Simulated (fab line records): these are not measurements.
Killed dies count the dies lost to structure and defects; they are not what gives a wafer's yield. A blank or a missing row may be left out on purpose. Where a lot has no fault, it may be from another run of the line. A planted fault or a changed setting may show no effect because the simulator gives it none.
Which tool did it? :: flow gf180mcu :: Sampling: 6 lots, 18 wafers, 3 of 602 route steps

## WHAT EACH GAUGE READ, for each wafer
GF_SAB_CD_MEAS_09: the cd target is 420 nm.
lot: L849
measured: day 15 22:10
on: cd_sem-01
cd_nm (nm): 416.6 416.4 417.2

lot: L853
measured: day 17 13:00
on: cd_sem-02
cd_nm (nm): 419.0 419.3 415.9

lot: L856
measured: day 18 14:59
on: cd_sem-02
cd_nm (nm): 422.9 421.2 419.6

lot: L859
measured: day 19 15:07
on: cd_sem-02
cd_nm (nm): 420.8 421.7 420.5

lot: L867
measured: day 22 11:00
on: cd_sem-02
cd_nm (nm): 420.4 420.8 420.9

lot: L869
measured: day 23 02:47
on: cd_sem-01
cd_nm (nm): 422.3 424.5 423.3

## TOOL THAT RAN EACH LOT (tool first, then ch and the chambers of the sampled wafers, then the start)
lot: L849
GF_HV_LDD_COAT_14: litho_track-02 ch 0, day 11 00:28
GF_HV_LDD_STRIP_22: plasma_asher-02 ch 0,1, day 11 10:02

lot: L853
GF_HV_LDD_COAT_14: litho_track-02 ch 0, day 12 09:12
GF_HV_LDD_STRIP_22: plasma_asher-01 ch 0,1, day 12 19:55

lot: L856
GF_HV_LDD_COAT_14: litho_track-04 ch 0, day 13 06:51
GF_HV_LDD_STRIP_22: plasma_asher-04 ch 0,1, day 13 17:41

lot: L859
GF_HV_LDD_COAT_14: litho_track-02 ch 0, day 14 04:16
GF_HV_LDD_STRIP_22: plasma_asher-01 ch 0,1, day 14 14:57

lot: L867
GF_HV_LDD_COAT_14: litho_track-04 ch 0, day 16 18:37
GF_HV_LDD_STRIP_22: plasma_asher-01 ch 0,1, day 17 06:39

lot: L869
GF_HV_LDD_COAT_14: litho_track-02 ch 0, day 17 10:42
GF_HV_LDD_STRIP_22: plasma_asher-01 ch 0,1, day 17 22:50
- GF_HV_LDD_COAT_14: resist thk 1000 nm.
- GF_HV_LDD_STRIP_22: strips in O2/N2.

## THE ANSWER, worked out from the rows above alone
Rule: usual is defined by the lots themselves. The widest of any qualifying gaps counts: lots, ordered by their means at a reading, are off when they make up no more than a third of the lots, leave a main group of 4 or more, and stand apart from it by 3 or more times the standard deviation of that group's means. A main group whose means are all the same, to the digits that the tables above print for the reading, isn't used. Also off: a lot with no number at a reading for which 4 or more lots have one. Any other lot the step has rows for is counted as sound.
None of the lots is off at any reading shown; this tells nothing.

## WHAT THE SIMULATOR HAD PUT IN
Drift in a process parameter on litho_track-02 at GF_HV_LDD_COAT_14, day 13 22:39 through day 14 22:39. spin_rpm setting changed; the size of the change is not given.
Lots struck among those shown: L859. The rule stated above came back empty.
